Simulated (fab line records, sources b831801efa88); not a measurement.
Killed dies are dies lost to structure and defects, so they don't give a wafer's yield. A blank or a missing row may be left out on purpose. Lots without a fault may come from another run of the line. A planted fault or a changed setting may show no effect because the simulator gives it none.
Which tool did it? | flow gf180mcu | 11 lots, 33 wafers sampled, at 6 steps of a route of 602

WHAT THE GAUGES READ, wafer by wafer
GF_STI_THK_MEAS_04.
lot  | measured    | on            | STI_CVD_03_THK (nm)
L325 | day 1 20:08 | film_metro-01 | 209.1 208.6 209.9
L326 | day 2 01:49 | film_metro-01 | 206.6 208.0 208.4
L327 | day 2 04:35 | film_metro-01 | 205.7 206.8 205.6
L329 | day 2 14:35 | film_metro-04 | 207.9 209.5 206.8
L330 | day 2 21:01 | film_metro-04 | 209.4 207.0 207.6
L331 | day 3 01:39 | film_metro-04 | 209.5 210.6 211.2
L332 | day 3 07:33 | film_metro-02 | 207.3 207.0 206.7
L333 | day 3 10:34 | film_metro-04 | 207.6 210.4 207.9
L339 | day 4 16:34 | film_metro-04 | 176.0 172.4 177.1
L344 | day 5 18:33 | film_metro-02 | 207.9 208.3 208.0
L347 | day 6 09:34 | film_metro-04 | 207.7 206.8 205.6

GF_VT_IMPLANT_OVL_MEAS_18.
lot  | measured     | on         | VT_IMPLANT_01_OVL (nm)
L325 | day 6 12:37  | overlay-01 | 0.3 1.4 1.8
L326 | day 6 20:07  | overlay-02 | 1.2 -0.6 1.0
L327 | day 7 00:50  | overlay-02 | -0.3 -1.0 -0.1
L329 | day 7 12:38  | overlay-01 | 1.2 1.5 1.9
L330 | day 7 22:44  | overlay-02 | 1.0 0.3 1.4
L331 | day 8 04:44  | overlay-02 | 2.1 2.3 2.3
L332 | day 8 11:19  | overlay-01 | -1.0 1.5 -0.3
L333 | day 8 15:14  | overlay-02 | 1.7 1.1 1.5
L339 | day 10 06:38 | overlay-01 | 0.1 0.7 0.2
L344 | day 11 15:39 | overlay-02 | 1.3 2.3 1.0
L347 | day 12 09:19 | overlay-02 | -1.9 -0.3 -0.5

WHICH TOOL RAN EACH LOT (tool, then ch and the chambers of the sampled wafers, then the start)
lot  | GF_STI_CVD_03              | GF_STI_ETCH_13                    | GF_NWELL_STRIP_10                   | GF_MVPSD_STRIP_10
L325 | lpcvd-02 ch 0, day 1 17:10 | rie_diel-01 ch 1,2,3, day 2 07:37 | plasma_asher-02 ch 0,1, day 3 13:45 | plasma_asher-03 ch 0,1, day 5 07:00
L326 | lpcvd-02 ch 1, day 1 22:49 | rie_diel-01 ch 0,3, day 2 13:32   | plasma_asher-03 ch 0,1, day 3 20:33 | plasma_asher-03 ch 0,1, day 5 14:20
L327 | lpcvd-01 ch 0, day 2 02:34 | rie_diel-03 ch 0,2,3, day 2 16:22 | plasma_asher-03 ch 0,1, day 3 23:39 | plasma_asher-03 ch 0,1, day 5 18:46
L329 | lpcvd-01 ch 1, day 2 12:36 | rie_diel-03 ch 0,1,2, day 3 02:02 | plasma_asher-02 ch 0,1, day 4 09:03 | plasma_asher-03 ch 0,1, day 6 04:09
L330 | lpcvd-02 ch 1, day 2 18:02 | rie_diel-02 ch 1,2,3, day 3 09:34 | plasma_asher-03 ch 0,1, day 4 17:29 | plasma_asher-03 ch 0,1, day 6 15:30
L331 | lpcvd-02 ch 1, day 2 22:39 | rie_diel-02 ch 0,1,2, day 3 14:41 | plasma_asher-03 ch 0,1, day 5 00:20 | plasma_asher-01 ch 0,1, day 6 21:35
L332 | lpcvd-02 ch 0, day 3 04:34 | rie_diel-03 ch 1,2,3, day 3 20:23 | plasma_asher-04 ch 0,1, day 5 03:35 | plasma_asher-04 ch 0,1, day 7 02:22
L333 | lpcvd-01 ch 1, day 3 08:34 | rie_diel-01 ch 1,2,3, day 3 22:50 | plasma_asher-02 ch 0,1, day 5 07:24 | plasma_asher-03 ch 0,1, day 7 05:58
L339 | lpcvd-01 ch 1, day 4 14:34 | rie_diel-01 ch 1,3, day 5 06:26   | plasma_asher-03 ch 0,1, day 6 18:15 | plasma_asher-03 ch 0,1, day 8 19:46
L344 | lpcvd-02 ch 0, day 5 15:34 | rie_diel-01 ch 0,2,3, day 6 09:29 | plasma_asher-03 ch 0,1, day 7 23:23 | plasma_asher-03 ch 0,1, day 10 03:05
L347 | lpcvd-02 ch 0, day 6 06:34 | rie_diel-02 ch 0,2,3, day 7 01:29 | plasma_asher-03 ch 0,1, day 8 16:41 | plasma_asher-01 ch 0,1, day 10 20:33
- GF_STI_CVD_03: deposits Si3N4 from DCS/NH3, target thk 207.16 nm, time 3551 s.
- GF_STI_ETCH_13: etches the open film in CHF3/O2, stops on Si, target depth 282.31 nm, time 112.9 s.
- GF_NWELL_STRIP_10: strips in O2/N2.
- GF_MVPSD_STRIP_10: strips in O2/N2.

WHAT THE TOOLS THEMSELVES READ (means of the sampled wafers that have a number; where no wafer has one, the mark that the record gives instead)
GF_STI_CVD_03.
lot  | tool     | spike_tc_centre_C (C) | spike_tc_upper_C (C) | zone_power_centre_pct (%) | zone_power_lower_pct (%) | zone_power_upper_pct (%)
L325 | lpcvd-02 | 772.1                 | 770.4                | 17.3                      | 11.5                     | 11.2
L326 | lpcvd-02 | 768.9                 | 771.9                | 13.1                      | 15.9                     | 12.2
L327 | lpcvd-01 | 771.4                 | 769.8                | 13.4                      | 12.6                     | 11.5
L329 | lpcvd-01 | 770.2                 | 771.5                | 13.3                      | 14.5                     | 10.4
L330 | lpcvd-02 | 769.1                 | 771.6                | 13.1                      | 16.0                     | 12.2
L331 | lpcvd-02 | 768.8                 | 771.1                | 13.1                      | 15.8                     | 12.2
L332 | lpcvd-02 | 771.3                 | 769.5                | 17.5                      | 11.4                     | 11.0
L333 | lpcvd-01 | 769.5                 | 771.7                | 13.3                      | 14.5                     | 10.6
L339 | lpcvd-01 | 747.6                 | 774.4                | 7.5                       | 18.0                     | 12.9
L344 | lpcvd-02 | 770.8                 | 768.5                | 17.6                      | 11.5                     | 11.0
L347 | lpcvd-02 | 771.0                 | 769.6                | 17.5                      | 11.4                     | 11.1

GF_STI_ETCH_13.
lot  | tool        | drypump_motor_current_A (A) | oes_product_au (a.u.) | throttle_valve_pct (%)
L325 | rie_diel-01 | 5.34                        | 0.838                 | 8.813
L326 | rie_diel-01 | 5.60                        | 0.836                 | 8.805
L327 | rie_diel-03 | 5.17                        | 0.825                 | 8.820
L329 | rie_diel-03 | 5.25                        | 0.831                 | 8.814
L330 | rie_diel-02 | 5.38                        | 0.833                 | 8.826
L331 | rie_diel-02 | 5.36                        | 0.843                 | 8.818
L332 | rie_diel-03 | 5.16                        | 0.835                 | 8.812
L333 | rie_diel-01 | 5.36                        | 0.838                 | 8.813
L339 | rie_diel-01 | 5.53                        | 0.760                 | 8.787
L344 | rie_diel-01 | 5.43                        | 0.836                 | 8.814
L347 | rie_diel-02 | 5.27                        | 0.836                 | 8.806

GF_NWELL_STRIP_10.
lot  | tool            | drypump_motor_current_A (A) | heater_power_w (W) | o2_flow_sccm (sccm) | oes_product_au (a.u.) | strip_time_to_endpoint_s (s)
L325 | plasma_asher-02 | 6.0                         | 340                | 3006                | 0.724                 | 36.89
L326 | plasma_asher-03 | 6.2                         | 329                | 3001                | 0.721                 | 36.99
L327 | plasma_asher-03 | 6.2                         | 323                | 2989                | 0.720                 | 36.97
L329 | plasma_asher-02 | 5.8                         | 333                | 2999                | 0.723                 | 37.22
L330 | plasma_asher-03 | 6.2                         | 326                | 2994                | 0.723                 | 37.01
L331 | plasma_asher-03 | 6.5                         | 340                | 2994                | 0.723                 | 36.84
L332 | plasma_asher-04 | 5.3                         | 362                | 2998                | 0.724                 | 36.89
L333 | plasma_asher-02 | 6.0                         | 341                | 3007                | 0.719                 | 37.01
L339 | plasma_asher-03 | 6.2                         | 323                | 3002                | 0.727                 | 36.97
L344 | plasma_asher-03 | 6.4                         | 344                | 2994                | 0.721                 | 37.03
L347 | plasma_asher-03 | 6.4                         | 338                | 2998                | 0.720                 | 36.78

GF_MVPSD_STRIP_10.
lot  | tool            | drypump_motor_current_A (A) | heater_power_w (W) | o2_flow_sccm (sccm) | oes_product_au (a.u.) | strip_time_to_endpoint_s (s)
L325 | plasma_asher-03 | 6.4                         | 345                | 3004                | 0.723                 | 37.04
L326 | plasma_asher-03 | 6.2                         | 324                | 3006                | 0.729                 | 36.97
L327 | plasma_asher-03 | 6.4                         | 343                | 2999                | 0.720                 | 36.99
L329 | plasma_asher-03 | 6.2                         | 321                | 3001                | 0.722                 | 37.00
L330 | plasma_asher-03 | 6.5                         | 341                | 3000                | 0.719                 | 37.11
L331 | plasma_asher-01 | 5.7                         | 303                | 3002                | 0.721                 | 36.95
L332 | plasma_asher-04 | 6.0                         | 336                | 3004                | 0.714                 | 36.89
L333 | plasma_asher-03 | 6.5                         | 340                | 3002                | 0.720                 | 37.07
L339 | plasma_asher-03 | 6.2                         | 327                | 3001                | 0.722                 | 37.11
L344 | plasma_asher-03 | 6.4                         | 337                | 3006                | 0.720                 | 36.81
L347 | plasma_asher-01 | 5.7                         | 307                | 2999                | 0.723                 | 37.08

THE ANSWER, worked out from the rows above alone
Rule: what is usual is taken from the lots themselves. Put in order of their means at a reading, lots are off if they are a third of the lots or fewer, leave a main group of 4 or more, and stand apart from it by a gap of 3 or more times the standard deviation of the main group's means; of several such gaps the widest counts. A main group whose means are all the same, to the digits that the tables above print for the reading, isn't used. A lot without any number at a reading at which 4 lots or more have one is off too. The other lots that the step has rows for count as sound. The gauges are gone through in route order, then the tools' own readings, and for those a lot's mean is taken as printed above. The first step at which some lot is off is used, and at that step the reading that is off furthest; a lot without a number counts as furthest.
Off: L339, at GF_STI_THK_MEAS_04 (STI_CVD_03_THK). The main group: mean 208.0 nm, standard deviation 1.2.
A tool fits if, at a process step before that reading, it ran every lot that is off, and no sound lot after the first of them. The gauges at GF_STI_THK_MEAS_04 aren't tried: what is off there is off at GF_STI_CVD_03 too, on other tools, and a gauge's error can't cause that. One fits: lpcvd-01 at GF_STI_CVD_03. Its last sound lot is L333 (day 3 08:34), its first lot that is off L339 (day 4 14:34): a fault that began between those two fits.
The tool's own readings at GF_STI_CVD_03 bear it out: on the lots that are off they differ by more than 5 times the standard deviation of the sound lots' means. spike_tc_centre_C reads 747.6 C there against 770.3 C on the sound lots.

WHAT THE SIMULATOR HAD PUT IN
Process parameter drift: lpcvd-01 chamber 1, from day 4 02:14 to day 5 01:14, at GF_STI_CVD_03. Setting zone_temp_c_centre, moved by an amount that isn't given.
Lots struck among those shown: L339. The rule above found the same.
